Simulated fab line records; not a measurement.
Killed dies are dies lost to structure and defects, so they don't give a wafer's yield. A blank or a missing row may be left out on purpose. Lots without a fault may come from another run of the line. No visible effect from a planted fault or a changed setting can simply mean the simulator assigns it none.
Which tool is to blame? | flow sky130 | 72 wafers from 24 lots sampled at 6 of the route's 708 steps

== WHAT EACH GAUGE READ, for each wafer ==
SKY_VIA1_THK_MEAS_23: measures by xrf. Usual: VIA1_W_THK gives 258 nm (standard deviation 4.7).
lot  | measured     | on            | VIA1_W_THK (nm) | flag
L074 | day 33 23:01 | film metro-03 | 264 264 256     |
L075 | day 34 06:31 | film metro-01 | 257 253 257     |
L076 | day 34 15:08 | film metro-04 | 260 251 249     |
L077 | day 35 04:12 | film metro-04 | 256 252 255     |
L078 | day 35 18:51 | film metro-03 | 255 252 260     |
L079 | day 35 19:56 | film metro-03 | 260 257 264     |
L080 | day 36 03:48 | film metro-04 | 262 262 259     |
L081 | day 36 10:55 | film metro-01 | 257 253 258     |
L082 | day 36 19:07 | film metro-01 | 250 254 249     |
L083 | day 37 08:36 | film metro-04 | 262 256 263     |
L084 | day 37 08:56 | film metro-01 | 258 252 257     |
L085 | day 37 17:36 | film metro-03 | 257 261 259     |
L086 | day 38 09:21 | film metro-04 | 263 260 262     |
L087 | day 38 14:38 | film metro-03 | 263 268 272     |
L089 | day 38 22:14 | film metro-04 | 253 259 262     |
L088 | day 39 03:13 | film metro-03 | 261 259 258     |
L090 | day 39 03:31 | film metro-04 | 259 253 254     |
L091 | day 39 07:39 | film metro-04 | 260 262 261     |
L092 | day 39 22:43 | film metro-01 | 259 257 258     |
L093 | day 40 02:14 | film metro-04 | 257 258 256     |
L094 | day 40 13:10 | film metro-01 | 252 255 247     |
L095 | day 40 17:01 | film metro-03 | 259 266 265     |
L096 | day 40 22:13 | film metro-03 | 260 257 258     |
L097 | day 41 00:08 | film metro-01 | 251 254 256     |

SKY_METAL5_THK_MEAS_06: measures by xrf. Usual: METAL5_ALCU_THK gives 1160 nm (standard deviation 16).
lot  | measured     | on            | METAL5_ALCU_THK (nm) | flag
L074 | day 42 21:28 | film metro-03 | 1165 1148 1168       |
L075 | day 43 03:59 | film metro-02 | 1173 1178 1186       |
L076 | day 43 12:48 | film metro-02 | 1164 1179 1180       |
L077 | day 43 21:53 | film metro-02 | 1171 1184 1171       |
L078 | day 44 09:06 | film metro-03 | 1151 1171 1149       |
L079 | day 44 11:41 | film metro-02 | 1162 1156 1154       |
L080 | day 44 18:11 | film metro-04 | 1175 1155 1161       |
L081 | day 45 01:38 | film metro-04 | 1166 1163 1159       |
L082 | day 45 07:17 | film metro-03 | 1159 1172 1138       |
L083 | day 45 21:02 | film metro-04 | 1196 1190 1164       |
L084 | day 45 20:29 | film metro-04 | 1170 1145 1160       |
L085 | day 46 04:57 | film metro-02 | 1134 1143 1138       |
L086 | day 46 12:51 | film metro-02 | 1164 1153 1172       |
L087 | day 46 20:20 | film metro-03 | 1130 1134 1136       |
L089 | day 47 03:32 | film metro-03 | 1152 1167 1180       |
L088 | day 47 05:25 | film metro-04 | 1142 1166 1146       |
L090 | day 47 05:59 | film metro-03 | 1150 1132 1141       |
L091 | day 47 08:43 | film metro-03 | 1129 1142 1132       |
L092 | day 47 19:41 | film metro-02 | 1170 1166 1156       |
L093 | day 48 00:58 | film metro-03 | 1151 1139 1146       |
L094 | day 48 07:18 | film metro-02 | 1181 1190 1185       |
L095 | day 48 12:32 | film metro-02 | 1163 1172 1180       |
L096 | day 48 18:08 | film metro-03 | 1161 1139 1158       |
L097 | day 48 18:26 | film metro-04 | 1187 1180 1162       |

== TOOL THAT RAN EACH LOT (tool first, then ch and the chambers of the sampled wafers, then the start) ==
lot  | SKY_VT_ADJUST_NCORE_STRIP_10         | SKY_METAL1_METAL_ETCH_19          | SKY_VIA1_ETCH_14                   | SKY_VIA4_CMP_02
L074 | plasma asher-01 ch 0,1, day 8 12:31  | rie metal-04 ch 0,1, day 32 17:47 | rie diel-03 ch 1,2,3, day 33 22:03 | cmp-02 ch 0,1,2, day 41 20:19
L075 | plasma asher-03 ch 0,1, day 8 19:44  | rie metal-04 ch 0,1, day 33 01:28 | rie diel-02 ch 0,2, day 34 05:34   | cmp-02 ch 0,1,2, day 42 02:59
L076 | plasma asher-03 ch 0,1, day 9 04:21  | rie metal-03 ch 0,1, day 33 11:00 | rie diel-03 ch 1,2, day 34 14:11   | cmp-02 ch 0,2,3, day 42 11:24
L077 | plasma asher-01 ch 0,1, day 9 13:11  | rie metal-03 ch 0,1, day 33 23:17 | rie diel-02 ch 0,2,3, day 35 03:12 | cmp-01 ch 1,2, day 42 21:22
L078 | plasma asher-01 ch 0,1, day 9 21:24  | rie metal-02 ch 0,1, day 34 13:35 | rie diel-02 ch 0,1,2, day 35 17:52 | cmp-01 ch 2,3, day 43 08:43
L079 | plasma asher-01 ch 0,1, day 10 01:43 | rie metal-04 ch 1, day 34 14:54   | rie diel-03 ch 1,2, day 35 18:56   | cmp-02 ch 0,1,2, day 43 11:29
L080 | plasma asher-03 ch 0,1, day 10 07:33 | rie metal-03 ch 0,1, day 34 22:47 | rie diel-01 ch 2,3, day 36 02:50   | cmp-02 ch 1,2, day 43 18:28
L081 | plasma asher-03 ch 0,1, day 10 14:45 | rie metal-03 ch 1, day 35 06:16   | rie diel-01 ch 0,1, day 36 09:56   | cmp-02 ch 0,3, day 44 01:26
L082 | plasma asher-01 ch 0,1, day 10 23:14 | rie metal-03 ch 0,1, day 35 13:53 | rie diel-01 ch 0,1,2, day 36 18:09 | cmp-02 ch 0,1,3, day 44 07:35
L083 | plasma asher-04 ch 0,1, day 11 05:09 | rie metal-04 ch 0,1, day 36 04:13 | rie diel-01 ch 0,2,3, day 37 07:36 | cmp-01 ch 1,2,3, day 44 21:25
L084 | plasma asher-04 ch 0,1, day 11 08:02 | rie metal-03 ch 1, day 36 04:44   | rie diel-03 ch 0,1,3, day 37 07:57 | cmp-02 ch 0,1,2, day 44 21:01
L085 | plasma asher-03 ch 0,1, day 11 19:34 | rie metal-03 ch 0,1, day 36 13:27 | rie diel-03 ch 1,2,3, day 37 16:37 | cmp-01 ch 0,2,3, day 45 03:37
L086 | plasma asher-01 ch 0,1, day 12 10:58 | rie metal-02 ch 0,1, day 37 05:29 | rie diel-02 ch 1,2,3, day 38 08:22 | cmp-01 ch 2,3, day 45 14:58
L087 | plasma asher-01 ch 0,1, day 12 16:37 | rie metal-04 ch 0,1, day 37 10:47 | rie diel-03 ch 1,2, day 38 13:40   | cmp-01 ch 0,3, day 45 21:20
L089 | plasma asher-01 ch 0,1, day 12 23:44 | rie metal-04 ch 0,1, day 37 18:45 | rie diel-03 ch 0,2, day 38 21:17   | cmp-02 ch 0,1,2, day 46 05:08
L088 | plasma asher-04 ch 1, day 13 00:20   | rie metal-02 ch 0,1, day 37 22:48 | rie diel-02 ch 1,2, day 39 02:12   | cmp-02 ch 0,1,3, day 46 07:02
L090 | plasma asher-04 ch 0,1, day 13 08:28 | rie metal-04 ch 0,1, day 37 23:41 | rie diel-03 ch 0,1,2, day 39 02:33 | cmp-02 ch 0,1,2, day 46 07:41
L091 | plasma asher-01 ch 0,1, day 13 11:23 | rie metal-04 ch 0,1, day 38 04:14 | rie diel-02 ch 1,2, day 39 06:39   | cmp-01 ch 0,1,3, day 46 10:41
L092 | plasma asher-03 ch 0,1, day 13 23:22 | rie metal-02 ch 0,1, day 38 19:30 | rie diel-01 ch 0,3, day 39 21:44   | cmp-01 ch 1,2, day 46 21:38
L093 | plasma asher-01 ch 0,1, day 14 05:53 | rie metal-02 ch 0,1, day 38 21:36 | rie diel-03 ch 0,2,3, day 40 01:17 | cmp-01 ch 0,3, day 47 03:14
L094 | plasma asher-04 ch 0,1, day 14 12:22 | rie metal-04 ch 0,1, day 39 10:25 | rie diel-01 ch 0,1,3, day 40 12:11 | cmp-02 ch 1,2, day 47 09:55
L095 | plasma asher-03 ch 0,1, day 14 17:09 | rie metal-02 ch 0,1, day 39 13:30 | rie diel-03 ch 0,1,3, day 40 16:03 | cmp-01 ch 1,2, day 47 16:04
L096 | plasma asher-03 ch 0,1, day 15 01:47 | rie metal-02 ch 0,1, day 39 18:56 | rie diel-01 ch 0,1,3, day 40 21:15 | cmp-01 ch 1,2,3, day 47 21:39
L097 | plasma asher-03 ch 0, day 15 07:24   | rie metal-02 ch 0,1, day 39 21:24 | rie diel-01 ch 0,1,2, day 40 23:11 | cmp-02 ch 0,1,3, day 47 21:54
- SKY_VT_ADJUST_NCORE_STRIP_10: strips in O2/N2.
- SKY_METAL1_METAL_ETCH_19: etches the open film in Cl2/BCl3, stops on SiO2, target depth 360 nm, time 81.04 s.
- SKY_VIA1_ETCH_14: etches BARC in N2/H2, stops on SiO2, time 45.9 s, target depth 60 nm.
- SKY_VIA4_CMP_02: polishes SiO2.

== WHAT THE TOOLS THEMSELVES READ (means of the sampled wafers that have a number; where no wafer has one, the mark that the record gives instead) ==
SKY_VT_ADJUST_NCORE_STRIP_10. Usual: drypump motor current A 5.6 A, standard deviation 0.32; oes product au 0.715 a.u., standard deviation 0.0041; strip time to endpoint s 14.19 s, standard deviation 0.033.
lot  | tool            | drypump motor current A (A) | oes product au (a.u.) | strip time to endpoint s (s) | flag
L074 | plasma asher-01 | 5.8                         | 0.717                 | 14.16                        |
L075 | plasma asher-03 | 5.3                         | 0.712                 | 14.26                        |
L076 | plasma asher-03 | 5.2                         | 0.715                 | 14.23                        |
L077 | plasma asher-01 | 5.8                         | 0.714                 | 14.17                        |
L078 | plasma asher-01 | 5.9                         | 0.715                 | 14.22                        |
L079 | plasma asher-01 | 5.8                         | 0.716                 | 14.18                        |
L080 | plasma asher-03 | 5.3                         | 0.717                 | 14.17                        |
L081 | plasma asher-03 | 5.3                         | 0.713                 | 14.26                        |
L082 | plasma asher-01 | 5.9                         | 0.713                 | 14.19                        |
L083 | plasma asher-04 | 5.8                         | 0.717                 | 14.19                        |
L084 | plasma asher-04 | 5.8                         | 0.711                 | 14.20                        |
L085 | plasma asher-03 | 5.2                         | 0.713                 | 14.15                        |
L086 | plasma asher-01 | 5.9                         | 0.711                 | 14.17                        |
L087 | plasma asher-01 | 5.8                         | 0.715                 | 14.17                        |
L089 | plasma asher-01 | 5.8                         | 0.715                 | 14.18                        |
L088 | plasma asher-04 | 5.8                         | 0.711                 | 14.20                        |
L090 | plasma asher-04 | 5.8                         | 0.717                 | 14.18                        |
L091 | plasma asher-01 | 5.9                         | 0.716                 | 14.21                        |
L092 | plasma asher-03 | 5.4                         | 0.716                 | 14.19                        |
L093 | plasma asher-01 | 5.8                         | 0.714                 | 14.21                        |
L094 | plasma asher-04 | 5.8                         | 0.715                 | 14.21                        |
L095 | plasma asher-03 | 5.2                         | 0.715                 | 14.19                        |
L096 | plasma asher-03 | 5.3                         | 0.712                 | 14.14                        |
L097 | plasma asher-03 | 5.4                         | 0.712                 | 14.16                        |

SKY_METAL1_METAL_ETCH_19. Usual: drypump motor current A 5.5 A, standard deviation 0.37; oes product au 0.848 a.u., standard deviation 0.0054; throttle valve pct 22.264 %, standard deviation 0.0096.
lot  | tool         | drypump motor current A (A) | oes product au (a.u.) | throttle valve pct (%) | flag
L074 | rie metal-04 | 5.7                         | 0.848                 | 22.267                 |
L075 | rie metal-04 | 5.8                         | 0.847                 | 22.272                 |
L076 | rie metal-03 | 5.3                         | 0.846                 | 22.266                 |
L077 | rie metal-03 | 5.3                         | 0.852                 | 22.273                 |
L078 | rie metal-02 | 5.1                         | 0.849                 | 22.265                 |
L079 | rie metal-04 | 5.7                         | 0.843                 | 22.263                 |
L080 | rie metal-03 | 5.3                         | 0.856                 | 22.259                 |
L081 | rie metal-03 | 5.1                         | 0.845                 | 22.254                 |
L082 | rie metal-03 | 5.3                         | 0.846                 | 22.279                 |
L083 | rie metal-04 | 5.8                         | 0.850                 | 22.263                 |
L084 | rie metal-03 | 5.1                         | 0.851                 | 22.265                 |
L085 | rie metal-03 | 5.3                         | 0.844                 | 22.265                 |
L086 | rie metal-02 | 5.0                         | 0.847                 | 22.263                 |
L087 | rie metal-04 | 5.8                         | 0.852                 | 22.260                 |
L089 | rie metal-04 | 5.7                         | 0.848                 | 22.267                 |
L088 | rie metal-02 | 5.1                         | 0.851                 | 22.254                 |
L090 | rie metal-04 | 5.7                         | 0.849                 | 22.258                 |
L091 | rie metal-04 | 5.8                         | 0.847                 | 22.267                 |
L092 | rie metal-02 | 5.3                         | 0.841                 | 22.266                 |
L093 | rie metal-02 | 5.3                         | 0.846                 | 22.271                 |
L094 | rie metal-04 | 5.8                         | 0.851                 | 22.266                 |
L095 | rie metal-02 | 5.1                         | 0.849                 | 22.253                 |
L096 | rie metal-02 | 5.0                         | 0.845                 | 22.268                 |
L097 | rie metal-02 | 5.0                         | 0.851                 | 22.258                 |

SKY_VIA1_ETCH_14. Usual: drypump motor current A 5.7 A, standard deviation 0.57; h2 flow sccm 200.0 sccm, standard deviation 0.59; oes product au 0.854 a.u., standard deviation 0.0051; throttle valve pct 13.225 %, standard deviation 0.0093.
lot  | tool        | drypump motor current A (A) | h2 flow sccm (sccm) | oes product au (a.u.) | throttle valve pct (%) | flag
L074 | rie diel-03 | 5.6                         | 200.0               | 0.852                 | 13.229                 |
L075 | rie diel-02 | 5.7                         | 200.1               | 0.857                 | 13.224                 |
L076 | rie diel-03 | 6.2                         | 199.8               | 0.853                 | 13.227                 |
L077 | rie diel-02 | 5.7                         | 200.3               | 0.854                 | 13.229                 |
L078 | rie diel-02 | 5.9                         | 200.1               | 0.849                 | 13.225                 |
L079 | rie diel-03 | 5.7                         | 199.2               | 0.852                 | 13.222                 |
L080 | rie diel-01 | 5.8                         | 199.8               | 0.851                 | 13.240                 |
L081 | rie diel-01 | 5.2                         | 200.4               | 0.856                 | 13.223                 |
L082 | rie diel-01 | 5.6                         | 199.4               | 0.854                 | 13.225                 |
L083 | rie diel-01 | 5.8                         | 199.5               | 0.853                 | 13.225                 |
L084 | rie diel-03 | 5.7                         | 200.1               | 0.848                 | 13.223                 |
L085 | rie diel-03 | 5.6                         | 200.1               | 0.861                 | 13.226                 |
L086 | rie diel-02 | 5.8                         | 200.0               | 0.852                 | 13.229                 |
L087 | rie diel-03 | 5.7                         | 200.8               | 0.855                 | 13.222                 |
L089 | rie diel-03 | 5.3                         | 200.1               | 0.853                 | 13.218                 |
L088 | rie diel-02 | 6.2                         | 200.2               | 0.853                 | 13.226                 |
L090 | rie diel-03 | 5.8                         | 200.0               | 0.862                 | 13.231                 |
L091 | rie diel-02 | 6.2                         | 200.0               | 0.858                 | 13.223                 |
L092 | rie diel-01 | 5.8                         | 199.9               | 0.853                 | 13.230                 |
L093 | rie diel-03 | 5.2                         | 199.7               | 0.858                 | 13.228                 |
L094 | rie diel-01 | 5.5                         | 200.1               | 0.858                 | 13.216                 |
L095 | rie diel-03 | 5.7                         | 200.5               | 0.853                 | 13.230                 |
L096 | rie diel-01 | 5.5                         | 199.7               | 0.861                 | 13.217                 |
L097 | rie diel-01 | 5.6                         | 199.8               | 0.852                 | 13.222                 |

SKY_VIA4_CMP_02. Usual: motor current A at 12.1 A, with a standard deviation of 1.
lot  | tool   | motor current A (A) | flag
L074 | cmp-02 | 12.6                |
L075 | cmp-02 | 12.8                |
L076 | cmp-02 | 12.1                |
L077 | cmp-01 | 11.1                |
L078 | cmp-01 | 11.5                |
L079 | cmp-02 | 12.6                |
L080 | cmp-02 | 13.1                |
L081 | cmp-02 | 11.7                |
L082 | cmp-02 | 12.5                |
L083 | cmp-01 | 12.3                |
L084 | cmp-02 | 12.9                |
L085 | cmp-01 | 11.3                |
L086 | cmp-01 | 11.9                |
L087 | cmp-01 | 11.5                |
L089 | cmp-02 | 12.7                |
L088 | cmp-02 | 12.1                |
L090 | cmp-02 | 12.9                |
L091 | cmp-01 | 12.6                |
L092 | cmp-01 | 11.4                |
L093 | cmp-01 | 12.2                |
L094 | cmp-02 | 13.3                |
L095 | cmp-01 | 12.0                |
L096 | cmp-01 | 11.9                |
L097 | cmp-02 | 12.1                |

== THE ANSWER, worked out from the rows above alone ==
Rule: lot off if the mean of its wafers having a number is beyond 3 standard deviations from the usual mean. A lot without any number at a reading at which 4 lots or more have one is off too. Any other lot the step has rows for is counted as sound. First the gauges in route order, then the tools' own readings, where a lot's mean is used as printed above. The first step at which some lot is off is used, and at that step the reading that is off furthest; a lot without a number counts as furthest.
No lot is off at any reading shown: from this, nothing can be told.

== WHAT HAD BEEN PUT IN BY THE SIMULATOR ==
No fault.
